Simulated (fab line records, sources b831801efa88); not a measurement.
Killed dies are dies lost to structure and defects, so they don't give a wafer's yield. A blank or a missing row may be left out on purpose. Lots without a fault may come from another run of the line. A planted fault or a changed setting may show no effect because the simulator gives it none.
A struck lot beside a sound one | flow sky130 | 35 steps out of a route of 708
Sound: wafers L400.1, L400.2, L400.3. Struck: wafer L409.5. (L409.3 of the same lot was not struck and is left out.) The cause comes at the end.
At each step with rows: each side's tool, then ch and its chambers, then its first start. Under that, the readings that differ: sound wafers | struck wafers | difference of the means | sigmas: that difference in standard deviations of wafers without a fault.
alike: readings whose means differ by less than 2 such deviations, and words and numbers that are the same on both sides. not compared: withheld readings, readings that some wafer has no value for, bounds like >300 that may hide the same value, and numbers for which the record gives no deviation and whose values overlap.
The two part at a step that has a row with sigmas, a row that says differs or no value, or rows on one side only. Numbers that don't overlap but have no deviation are shown without sigmas and don't part them. A reading that every wafer of one side lacks parts them only if that side has two wafers or more.

SKY_SD_P_CD_MEAS_07: target cd 380 nm.
  sound on cd_sem-02, day 29 05:16; struck on cd_sem-02, day 32 00:13
  alike: cd_nm
SKY_SD_P_OVL_MEAS_08:
  sound on overlay-01, day 29 05:23; struck on overlay-02, day 32 00:19
  reading       | sound          | struck | difference | sigmas
  SD_P_OVL (nm) | -2.0 -2.2 -2.0 | 3.0    | +5.1       | +4
then, 1 step without rows for these wafers: SKY_SD_P_IMPLANT_09.
SKY_SD_P_STRIP_10: strips in O2/N2.
  sound on plasma_asher-02 ch 0,1, day 29 05:34; struck on plasma_asher-01 ch 1, day 32 00:31
  alike: drypump_motor_current_A, oes_product_au, strip_time_to_endpoint_s
  not compared: rf_hours_counter_h
SKY_SD_P_TW_MEAS_11:
  sound on film_metro-04, day 29 05:40; struck on film_metro-01, day 32 00:37
  reading | sound          | struck | difference | sigmas
  SD_P_TW | 2756 2761 2770 | 2820   | +58        | +3
then, 7 steps without rows for these wafers: SKY_RES_XHIGH_DEHYDRATE_00 (time 60 s); SKY_RES_XHIGH_HMDS_01 (prime time 60 s); SKY_RES_XHIGH_COAT_02 (resist thk 1140 nm); SKY_RES_XHIGH_SOFTBAKE_03 (time 60 s); SKY_RES_XHIGH_EXPOSE_04 (exposes mask URPM, target cd 1270 nm); SKY_RES_XHIGH_PEB_05; SKY_RES_XHIGH_DEVELOP_06 (develop time 60 s).
SKY_RES_XHIGH_IMPLANT_07:
  sound on implanter-03 ch 0, day 30 08:58; struck on implanter-03 ch 0, day 33 03:37
  reading            | sound          | struck | difference | sigmas
  beam_on_s (s)      | 38.7 38.6 39.6 | 30.4   | -8.6       | -5
  faraday_current_uA | 525 525 510    | 666    | +146       | +6
SKY_RES_XHIGH_STRIP_08: strips in O2/N2.
  sound on plasma_asher-01 ch 0,1, day 30 09:07; struck on plasma_asher-02 ch 1, day 33 03:45
  alike: drypump_motor_current_A, oes_product_au, strip_time_to_endpoint_s
  not compared: rf_hours_counter_h
SKY_RES_XHIGH_TW_MEAS_09:
  sound on film_metro-02, day 30 09:13; struck on film_metro-04, day 33 03:50
  reading      | sound          | struck | difference | sigmas
  RES_XHIGH_TW | 1649 1651 1647 | 1529   | -120       | -8
then, 7 steps without rows for these wafers: SKY_SD_N_DEHYDRATE_00 (time 60 s); SKY_SD_N_HMDS_01 (prime time 60 s); SKY_SD_N_COAT_02 (resist thk 1140 nm); SKY_SD_N_SOFTBAKE_03 (time 60 s); SKY_SD_N_EXPOSE_04 (exposes mask NSDM, target cd 380 nm); SKY_SD_N_PEB_05; SKY_SD_N_DEVELOP_06 (develop time 60 s).
SKY_SD_N_CD_MEAS_07: target cd 380 nm.
  sound on cd_sem-02, day 31 12:16; struck on cd_sem-02, day 34 05:51
  alike: cd_nm
SKY_SD_N_OVL_MEAS_08:
  sound on overlay-01, day 31 12:23; struck on overlay-02, day 34 05:57
  alike: SD_N_OVL
then, 2 steps without rows for these wafers: SKY_SD_N_IMPLANT_09; SKY_SD_N_IMPLANT_10.
SKY_SD_N_STRIP_11: strips in O2/N2.
  sound on plasma_asher-03 ch 0,1, day 31 12:43; struck on plasma_asher-01 ch 0, day 34 06:18
  reading                      | sound             | struck | difference | sigmas
  oes_product_au (a.u.)        | 0.520 0.523 0.533 | 0.535  | +0.010     | +2
  strip_time_to_endpoint_s (s) | 22.50 22.53 22.53 | 22.61  | +0.09      | +2
  alike: drypump_motor_current_A
  not compared: rf_hours_counter_h
SKY_SD_N_TW_MEAS_12:
  sound on film_metro-02, day 31 12:49; struck on film_metro-02, day 34 06:23
  alike: SD_N_TW
then, 1 step without rows for these wafers: SKY_SD_N_CLEAN_13 (cleans in SC1/SC2, time 150 s).
SKY_SD_N_RTA_14: time 2 s.
  sound on rtp_anneal-02 ch 0, day 31 12:56; struck on rtp_anneal-01 ch 0, day 34 06:30
  alike: lamp_power_pct, wafer_temp_C_max
SKY_SD_N_RS_MEAS_16: measures by four-point-probe.
  sound on film_metro-04, day 31 13:06; struck on film_metro-04, day 34 06:41
  alike: SD_N_RS
SKY_SD_N_RS_MEAS_17: measures by four-point-probe.
  sound on film_metro-04, day 31 13:13; struck on film_metro-04, day 34 06:49
  alike: SD_P_RS
SKY_SD_N_RS_MEAS_18: measures by four-point-probe.
  sound on film_metro-04, day 31 13:20; struck on film_metro-04, day 34 06:56
  reading               | sound             | struck | difference | sigmas
  RES_XHIGH_RS (ohm/sq) | 334.7 332.6 332.9 | 389.1  | +55.7      | +51
then, 1 step without rows for these wafers: SKY_SALICIDE_CLEAN_00 (cleans in HF-last, time 30 s).
-- the record jumps here: 16 days lie between the struck wafers' starts before and after (it left off in module SALICIDE and takes up again in module PAD_OPEN, whose first step shown is number 708 of the route) --
SKY_PAD_OPEN_PROBE_99:
  sound on prober-01, day 48 07:14; struck on prober-02, day 50 06:58
  reading                                            | sound             | struck | difference | sigmas
  killed_at_other                                    | 0 0 0             | 1      | +1         | +2
  model.etest.res_xhigh_po.line_ohm_um               | 5382 5348 5562    | 8393   | +2962      |
  model.etest.res_xhigh_po.rs_ohm_sq                 | 1883 1888 1964    | 2951   | +1039      |
  model.etest.res_xhigh_po.rs_ohm_sq_range           | 71.69 70.32 78.42 | 253.1  | +179.6     |
  model.etest.res_xhigh_po.rs_ohm_sq_rim_less_centre | 41.21 49.43 46.43 | 203.3  | +157.6     |
  alike: killed_at_M0_to_M3, killed_at_M4_up, killed_at_contacts, killed_at_front_end, killed_dies, killed_open, killed_short

WHERE THEY PART
First at SKY_SD_P_OVL_MEAS_08; last, within this record, at SKY_PAD_OPEN_PROBE_99.

WHY: what the simulator had put in
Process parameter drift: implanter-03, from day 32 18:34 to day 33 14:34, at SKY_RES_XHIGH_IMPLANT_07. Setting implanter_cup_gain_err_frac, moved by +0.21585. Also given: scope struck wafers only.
